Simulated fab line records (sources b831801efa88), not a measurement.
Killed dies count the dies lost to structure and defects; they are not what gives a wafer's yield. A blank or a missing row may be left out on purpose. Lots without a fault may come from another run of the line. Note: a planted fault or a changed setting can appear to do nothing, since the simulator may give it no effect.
Chamber matching + flow sfqLine + SFQ_TRILAYER_I1_CMP_CMP_046 on cmp-02 has 4 sister chambers
The step polishes SiO2. 8 wafers are shown with their chamber, then 8 later ones without.

== EACH WAFER AND ITS CHAMBER ==
| wafer  | chamber | motorCurrentA (A) | timeToEndpointS (s) |
|--------|---------|-------------------|---------------------|
| L275.4 | 1       | 9.7               | 220                 |
| L291.1 | 0       | 8.7               | 211                 |
| L291.2 | 1       | 9.9               | 217                 |
| L293.5 | 0       | 8.2               | 208                 |
| L294.1 | 3       | 10.1              | 200                 |
| L294.4 | 2       | 8.5               | 214                 |
| L294.6 | 3       | 9.7               | 207                 |
| L295.3 | 2       | 8.1               | 212                 |

== WAFERS WHOSE CHAMBER IS MISSING ==
| wafer  | motorCurrentA (A) | timeToEndpointS (s) |
|--------|-------------------|---------------------|
| L295.1 | 8.8               | 206                 |
| L295.5 | 8.3               | 223                 |
| L297.2 | 9.3               | 209                 |
| L297.4 | 10.1              | 219                 |
| L297.6 | 8.0               | 217                 |
| L298.3 | 8.6               | 222                 |
| L298.1 | 8.6               | 217                 |
| L298.5 | 8.0               | 223                 |

== WHICH CHAMBER EACH ONE RAN IN ==
| wafer  | from the rows above               | in truth |
|--------|-----------------------------------|----------|
| L295.1 | can't be placed: 0 or 2           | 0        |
| L295.5 | can't be placed: 2 or 0           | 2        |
| L297.2 | can't be placed: 3 or 0 or 1 or 2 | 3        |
| L297.4 | 1                                 | 1        |
| L297.6 | can't be placed: 2 or 0           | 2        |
| L298.3 | can't be placed: 2 or 0 or 1      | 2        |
| L298.1 | can't be placed: 2 or 0           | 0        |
| L298.5 | can't be placed: 2 or 0           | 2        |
Placed correctly: 1 of 8. These rows do not allow placing 7 (true chamber among the candidates in 7). Wrongly placed: 0.
How it was worked out, from the rows above alone: a wafer's distance from a chamber is the root of the sum, over the readings, of the square of ((its reading less the chamber's mean) divided by the reading's scatter). The wafer belongs to the nearest chamber; if the next one is less than 2 further off, it can't be placed. For every chamber, the mean is computed from those of its wafers that are shown. The scatter is the square root of a quotient: the sum, over the shown wafers, of each reading's squared deviation from its chamber's mean, divided by wafers minus chambers.
